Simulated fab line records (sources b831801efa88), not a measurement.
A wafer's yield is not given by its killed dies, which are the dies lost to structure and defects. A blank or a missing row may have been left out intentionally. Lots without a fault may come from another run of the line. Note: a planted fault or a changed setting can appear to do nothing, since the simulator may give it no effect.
Which tool was responsible?    flow gf180mcu    11 lots, 32 wafers sampled, at 5 steps of a route of 602

== WHAT THE GAUGES READ, wafer by wafer ==
GF_V5_BOW_MEAS_05.
lot   measured      on             V5_BOW (um)
L703  day 26 16:14  film-metro-03  137 145 155
L704  day 26 16:50  film-metro-01  132 125 123
L705  day 27 03:39  film-metro-01  135 135 132
L708  day 27 20:15  film-metro-03  133 129 140
L710  day 28 15:29  film-metro-04  128 127 115
L713  day 29 12:02  film-metro-01  146 141 137
L714  day 29 21:34  film-metro-03  131 140 130
L716  day 30 14:39  film-metro-01  148 120 132
L719  day 31 05:02  film-metro-03  149 137
L725  day 32 15:26  film-metro-01  143 123 135
L726  day 32 20:54  film-metro-03  137 139 142

== EACH LOT AND THE TOOL THAT RAN IT (in order: tool; ch and the chambers of the sampled wafers; start) ==
lot   GF_MIM_SPUTTER_03             GF_M5_ETCH_09                       GF_M5_METAL_ETCH_10                GF_M5_STRIP_11
L703  pvd-sputter-02, day 24 19:16  rie-diel-02 ch 1,2,3, day 26 14:53  rie-metal-01 ch 0,1, day 26 14:54  plasma-asher-01 ch 0,1, day 26 15:02
L704  pvd-sputter-03, day 24 20:41  rie-diel-04 ch 0,3, day 26 15:24    rie-metal-04 ch 0,1, day 26 15:25  plasma-asher-03 ch 0,1, day 26 15:33
L705  pvd-sputter-02, day 25 08:15  rie-diel-04 ch 0,1,2, day 27 02:17  rie-metal-03 ch 0,1, day 27 02:21  plasma-asher-04 ch 0,1, day 27 02:28
L708  pvd-sputter-03, day 26 00:57  rie-diel-03 ch 0,1,2, day 27 18:56  rie-metal-01 ch 0,1, day 27 18:57  plasma-asher-04 ch 0,1, day 27 19:05
L710  pvd-sputter-03, day 26 20:33  rie-diel-04 ch 2,3, day 28 14:14    rie-metal-03 ch 1, day 28 14:16    plasma-asher-01 ch 0,1, day 28 14:23
L713  pvd-sputter-03, day 27 18:55  rie-diel-03 ch 0,1,3, day 29 10:44  rie-metal-03 ch 0,1, day 29 10:45  plasma-asher-04 ch 0,1, day 29 10:53
L714  pvd-sputter-04, day 28 04:35  rie-diel-02 ch 1,2,3, day 29 20:17  rie-metal-04 ch 0,1, day 29 20:19  plasma-asher-04 ch 0,1, day 29 20:27
L716  pvd-sputter-02, day 28 21:47  rie-diel-03 ch 0,1,2, day 30 13:23  rie-metal-03 ch 0,1, day 30 13:25  plasma-asher-04 ch 0,1, day 30 13:33
L719  pvd-sputter-03, day 29 14:23  rie-diel-03 ch 0,3, day 31 03:47    rie-metal-01 ch 0,1, day 31 03:48  plasma-asher-03 ch 0,1, day 31 03:56
L725  pvd-sputter-04, day 31 03:26  rie-diel-02 ch 0,1,3, day 32 14:11  rie-metal-01 ch 0,1, day 32 14:12  plasma-asher-01 ch 0,1, day 32 14:20
L726  pvd-sputter-04, day 31 09:36  rie-diel-02 ch 0,2,3, day 32 19:26  rie-metal-03 ch 0,1, day 32 19:30  plasma-asher-01 ch 0,1, day 32 19:37
- GF_MIM_SPUTTER_03: material Ti, target thk 10 nm, time 6.7 s.
- GF_M5_ETCH_09: etches Si3N4 in CF4/O2, target depth 52 nm, time 11.6 s.
- GF_M5_METAL_ETCH_10: etches the open film in Cl2/BCl3, stops on SiO2, target depth 750.8 nm, time 125.1 s.
- GF_M5_STRIP_11: strips in O2/N2.

== THE ANSWER, worked out from the rows above alone ==
Rule: what is usual is taken from the lots themselves. Put in order of their means at a reading, lots are off if they are a third of the lots or fewer, leave a main group of 4 or more, and stand apart from it by a gap of 3 or more times the standard deviation of the main group's means; of several such gaps the widest counts. The tables above print the reading to a certain number of digits; a main group whose means all agree to those digits is not used. Also off: a lot with no number at a reading for which 4 or more lots have one. Where the step has rows for the other lots, those lots are counted as sound.
Nothing can be told from this: no lot is off at any reading shown.

== WHAT THE SIMULATOR HAD INSERTED ==
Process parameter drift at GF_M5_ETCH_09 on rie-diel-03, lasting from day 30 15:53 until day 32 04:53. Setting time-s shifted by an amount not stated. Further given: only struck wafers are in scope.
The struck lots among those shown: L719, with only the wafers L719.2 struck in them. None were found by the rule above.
